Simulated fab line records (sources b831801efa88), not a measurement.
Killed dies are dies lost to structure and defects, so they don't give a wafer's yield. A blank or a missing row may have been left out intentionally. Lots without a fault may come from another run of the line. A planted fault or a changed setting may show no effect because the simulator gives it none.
Matching of chambers || flow sky130 || SKY_CONTACT_CMP_04 on cmp-01 has 4 sister chambers
The step polishes SiO2. 8 wafers are shown with their chamber, then 7 later ones without.

## WAFERS PAIRED WITH THEIR CHAMBERS
{"wafer": "L656.5", "chamber": 2, "motor current A (A)": 8.8, "time to endpoint s (s)": 80}
{"wafer": "L656.6", "chamber": 3, "motor current A (A)": 11.5, "time to endpoint s (s)": 85}
{"wafer": "L658.1", "chamber": 1, "motor current A (A)": 12.8, "time to endpoint s (s)": 86}
{"wafer": "L660.2", "chamber": 2, "motor current A (A)": 9.0, "time to endpoint s (s)": 83}
{"wafer": "L660.3", "chamber": 0, "motor current A (A)": 11.6, "time to endpoint s (s)": 91}
{"wafer": "L660.4", "chamber": 3, "motor current A (A)": 12.3, "time to endpoint s (s)": 84}
{"wafer": "L662.3", "chamber": 0, "motor current A (A)": 12.7, "time to endpoint s (s)": 81}
{"wafer": "L662.4", "chamber": 1, "motor current A (A)": 13.0, "time to endpoint s (s)": 79}

## WAFERS WITHOUT THEIR CHAMBER
{"wafer": "L662.5", "motor current A (A)": 13.1, "time to endpoint s (s)": 79}
{"wafer": "L664.3", "motor current A (A)": 8.8, "time to endpoint s (s)": 83}
{"wafer": "L664.5", "motor current A (A)": 12.2, "time to endpoint s (s)": 87}
{"wafer": "L664.6", "motor current A (A)": 8.4, "time to endpoint s (s)": 79}
{"wafer": "L665.3", "motor current A (A)": 12.1, "time to endpoint s (s)": 84}
{"wafer": "L665.4", "motor current A (A)": 13.1, "time to endpoint s (s)": 81}
{"wafer": "L665.6", "motor current A (A)": 13.1, "time to endpoint s (s)": 78}

## CHAMBER TAKEN BY EACH
{"wafer": "L662.5", "from the rows above": "can't be placed: 1 or 0 or 3", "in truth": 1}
{"wafer": "L664.3", "from the rows above": 2, "in truth": 2}
{"wafer": "L664.5", "from the rows above": "can't be placed: 0 or 3 or 1", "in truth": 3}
{"wafer": "L664.6", "from the rows above": 2, "in truth": 2}
{"wafer": "L665.3", "from the rows above": "can't be placed: 3 or 0 or 1", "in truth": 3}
{"wafer": "L665.4", "from the rows above": "can't be placed: 1 or 0", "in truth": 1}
{"wafer": "L665.6", "from the rows above": "can't be placed: 1 or 0 or 3", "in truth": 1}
Placed correctly: 2 of 7. Not placeable from these rows: 5 (in 5, the candidates include the true chamber). Placed wrongly: 0.
How it was worked out, from the rows above alone: a wafer's distance from a chamber is the root of the sum, over the readings, of the square of ((its reading less the chamber's mean) divided by the reading's scatter). If the next closest chamber is less than 2 further off than the closest, the wafer can't be placed; otherwise it belongs to the closest. Each chamber's mean is taken over the wafers shown for it. The scatter is the square root of a quotient: the sum, over the shown wafers, of each reading's squared deviation from its chamber's mean, divided by wafers minus chambers.
